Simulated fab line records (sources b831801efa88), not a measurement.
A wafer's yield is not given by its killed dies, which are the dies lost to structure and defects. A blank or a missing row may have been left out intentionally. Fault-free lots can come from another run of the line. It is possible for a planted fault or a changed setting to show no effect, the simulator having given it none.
Which of the tools did it? ; flow gf180mcu ; Sampling: 12 lots, 36 wafers, 5 of 602 route steps

WHAT THE GAUGES READ, wafer by wafer
GF_VT_IMPLANT_OVL_MEAS_07.
lot;measured;on;VT_IMPLANT_OVL (nm)
L594;day 5 20:43;overlay-02;-0.3 -2.2 0.1
L595;day 5 23:18;overlay-01;1.0 -1.2 -1.0
L597;day 7 03:08;overlay-02;-2.3 -3.0 -2.0
L599;day 7 05:41;overlay-02;-2.6 -3.6 -2.9
L600;day 7 11:19;overlay-02;-0.7 -1.2 -1.5
L601;day 7 21:41;overlay-02;-4.2 -3.9 -4.8
L602;day 8 00:49;overlay-02;-4.5 -2.9 -3.5
L603;day 8 04:31;overlay-01;0.9 -0.3 0.8
L605;day 8 16:45;overlay-02;-1.3 -0.9 -1.5
L606;day 8 20:39;overlay-02;-4.5 -3.4 -4.5
L607;day 9 02:13;overlay-01;-0.2 -0.5 -0.3
L615;day 11 06:07;overlay-01;0.2 1.0 1.7

GF_DUAL_GATE_THK_MEAS_03.
lot;measured;on;DUAL_GATE_OXIDATION_00_THK (nm)
L594;day 7 20:34;filmMetro-02;10.91 10.98 10.91
L595;day 8 00:17;filmMetro-04;10.96 10.91 10.81
L597;day 9 05:19;filmMetro-04;11.13 11.14 11.15
L599;day 9 10:20;filmMetro-01;11.19 11.17 11.31
L600;day 9 15:43;filmMetro-04;10.78 10.97 10.85
L601;day 10 03:06;filmMetro-04;10.86 10.91 10.81
L602;day 10 06:58;filmMetro-02;10.83 10.88 10.78
L603;day 10 13:31;filmMetro-04;10.93 10.91 10.72
L605;day 11 04:17;filmMetro-04;9.68 9.77 9.53
L606;day 11 12:34;filmMetro-01;9.58 9.81 9.62
L607;day 11 12:34;filmMetro-02;9.87 9.83 9.90
L615;day 13 15:25;filmMetro-04;10.53 10.83 10.81

GF_POLY_GATE_THK_MEAS_01.
lot;measured;on;POLY_GATE_CVD_00_THK (nm)
L594;day 8 16:58;filmMetro-04;198.7 195.8 196.0
L595;day 8 19:23;filmMetro-03;201.0 202.4 203.0
L597;day 10 01:59;filmMetro-04;201.9 200.9 200.8
L599;day 10 07:23;filmMetro-01;198.6 199.0 201.0
L600;day 10 13:24;filmMetro-01;199.5 200.5 202.0
L601;day 11 03:41;filmMetro-03;197.4 198.1 199.0
L602;day 11 09:43;filmMetro-03;201.2 201.7 202.4
L603;day 11 17:59;filmMetro-04;196.9 198.4 198.3
L605;day 12 07:39;filmMetro-01;203.9 201.9 203.3
L606;day 12 16:19;filmMetro-03;200.8 201.2 202.8
L607;day 12 16:19;filmMetro-04;200.0 200.4 201.1
L615;day 14 14:39;filmMetro-03;203.4 201.7 202.2

EACH LOT AND THE TOOL THAT RAN IT (in order: tool; ch and the chambers of the sampled wafers; start)
lot;GF_DUAL_GATE_OXIDATION_02;GF_DUAL_GATE_STRIP_13
L594;furnace-01 ch 0, day 7 19:06;plasmaAsher-02 ch 0,1, day 8 12:22
L595;furnace-02 ch 0, day 7 22:49;plasmaAsher-01 ch 0,1, day 8 16:10
L597;furnace-02 ch 0, day 9 03:52;plasmaAsher-03 ch 0,1, day 9 22:34
L599;furnace-01 ch 0, day 9 08:54;plasmaAsher-03 ch 0,1, day 10 03:55
L600;furnace-01 ch 0, day 9 14:16;plasmaAsher-03 ch 0,1, day 10 09:07
L601;furnace-02 ch 0, day 10 01:40;plasmaAsher-03 ch 0,1, day 10 20:48
L602;furnace-01 ch 0, day 10 05:31;plasmaAsher-01 ch 0,1, day 11 01:23
L603;furnace-01 ch 0, day 10 12:04;plasmaAsher-02 ch 0,1, day 11 07:44
L605;furnace-01 ch 0, day 11 02:50;plasmaAsher-02 ch 0,1, day 11 22:11
L606;furnace-01 ch 0, day 11 11:07;plasmaAsher-03 ch 0, day 12 06:52
L607;furnace-01 ch 0, day 11 11:07;plasmaAsher-01 ch 0,1, day 12 07:01
L615;furnace-02 ch 0, day 13 13:58;plasmaAsher-02 ch 0,1, day 14 11:36
- GF_DUAL_GATE_OXIDATION_02: stabilise 600 s, purge 300 s, target thk 10.887 nm.
- GF_DUAL_GATE_STRIP_13: strips in O2/N2.

WHAT THE TOOLS THEMSELVES READ (means of the sampled wafers that have a number; where no wafer has one, the mark that the record gives instead)
GF_DUAL_GATE_OXIDATION_02.
lot;tool;spikeTcBottomC (C);spikeTcCentreC (C);spikeTcLowerC (C);spikeTcTopC (C);spikeTcUpperC (C);tubeCenterTempC (C);tube_center_temp_C_max;zonePowerBottomPct (%);zonePowerLowerPct (%)
L594;furnace-01;912.8;902.5;901.5;911.1;900.1;900.01;902.2;30.5;22.0
L595;furnace-02;919.6;900.9;900.8;913.3;899.1;900.03;902.4;31.3;17.4
L597;furnace-02;918.4;901.1;899.5;912.7;901.9;900.06;902.1;31.2;17.6
L599;furnace-01;914.6;903.0;901.4;910.0;899.8;899.99;902.3;30.6;22.0
L600;furnace-01;913.8;903.5;901.3;909.9;900.3;899.96;902.2;30.8;22.1
L601;furnace-02;918.7;900.0;900.4;913.6;901.1;900.08;902.4;30.7;17.4
L602;furnace-01;914.2;902.3;901.0;910.1;900.3;899.98;902.3;31.0;22.2
L603;furnace-01;913.1;902.0;901.6;910.5;899.4;899.94;902.1;30.7;21.9
L605;furnace-01;903.4;892.6;891.8;899.8;890.6;890.06;892.5;30.2;21.4
L606;furnace-01;904.0;891.4;891.5;900.8;889.9;890.10;892.1;30.2;21.5
L607;furnace-01;904.0;893.3;890.6;900.4;889.8;890.08;892.8;29.8;21.4
L615;furnace-02;920.1;900.5;899.8;912.4;899.9;900.06;902.1;30.9;17.6

GF_DUAL_GATE_STRIP_13.
lot;tool;drypumpMotorCurrentA (A);heaterPowerW (W);oesProductAu (a.u.);stripTimeToEndpointS (s)
L594;plasmaAsher-02;5.82;332;0.716;12.62
L595;plasmaAsher-01;5.29;323;0.716;12.66
L597;plasmaAsher-03;5.62;368;0.716;12.57
L599;plasmaAsher-03;5.70;367;0.716;12.63
L600;plasmaAsher-03;5.64;375;0.717;12.61
L601;plasmaAsher-03;5.69;362;0.718;12.69
L602;plasmaAsher-01;5.31;336;0.717;12.58
L603;plasmaAsher-02;5.87;331;0.721;12.64
L605;plasmaAsher-02;5.69;332;0.717;12.61
L606;plasmaAsher-03;5.76;363;0.714;12.60
L607;plasmaAsher-01;5.28;316;0.716;12.61
L615;plasmaAsher-02;5.82;331;0.715;12.64

THE ANSWER, worked out from the rows above alone
Rule: what is usual is taken from the lots themselves. Put in order of their means at a reading, lots are off if they are a third of the lots or fewer, leave a main group of 4 or more, and stand apart from it by a gap of 3 or more times the standard deviation of the main group's means; of several such gaps the widest counts. A main group whose means are all the same, to the digits that the tables above print for the reading, isn't used. Also off: a lot with no number at a reading for which 4 or more lots have one. Where the step has rows for the other lots, those lots are counted as sound. After the gauges, taken in route order, come the tools' own readings; for these a lot's mean is taken, as printed above. At the first step where some lot is off, the reading lying furthest off is the one used; lots without a number count as furthest.
Off: L605, L606, L607, seen at GF_DUAL_GATE_THK_MEAS_03 (DUAL_GATE_OXIDATION_00_THK). The main group: mean 10.92 nm, standard deviation 0.15.
A tool fits if, at a process step before that reading, it ran every lot that is off, and no sound lot after the first of them. The gauges at GF_DUAL_GATE_THK_MEAS_03 aren't tried: what is off there is off at GF_DUAL_GATE_OXIDATION_02 too, on other tools, and a gauge's error can't cause that. One fits: furnace-01 at GF_DUAL_GATE_OXIDATION_02. A fault onset in the window from L603 (day 10 12:04, its last sound lot) to L605 (day 11 02:50, its first lot off) fits.
The tool's own readings at GF_DUAL_GATE_OXIDATION_02 bear it out: on the lots that are off they differ by more than 5 times the standard deviation of the sound lots' means. spikeTcCentreC reads 892.4 C there against 901.8 C on the sound lots; spikeTcLowerC reads 891.3 C there against 900.8 C on the sound lots; spikeTcTopC reads 900.3 C there against 911.5 C on the sound lots; spikeTcUpperC reads 890.1 C there against 900.2 C on the sound lots; tubeCenterTempC reads 890.08 C there against 900.01 C on the sound lots; tube_center_temp_C_max reads 892.5 there against 902.2 on the sound lots.

WHAT WAS PUT IN BY THE SIMULATOR
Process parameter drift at GF_DUAL_GATE_OXIDATION_02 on furnace-01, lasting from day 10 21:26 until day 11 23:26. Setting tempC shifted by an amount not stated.
Lots struck among those shown: L605, L606, L607. This agrees with what the rule above found.
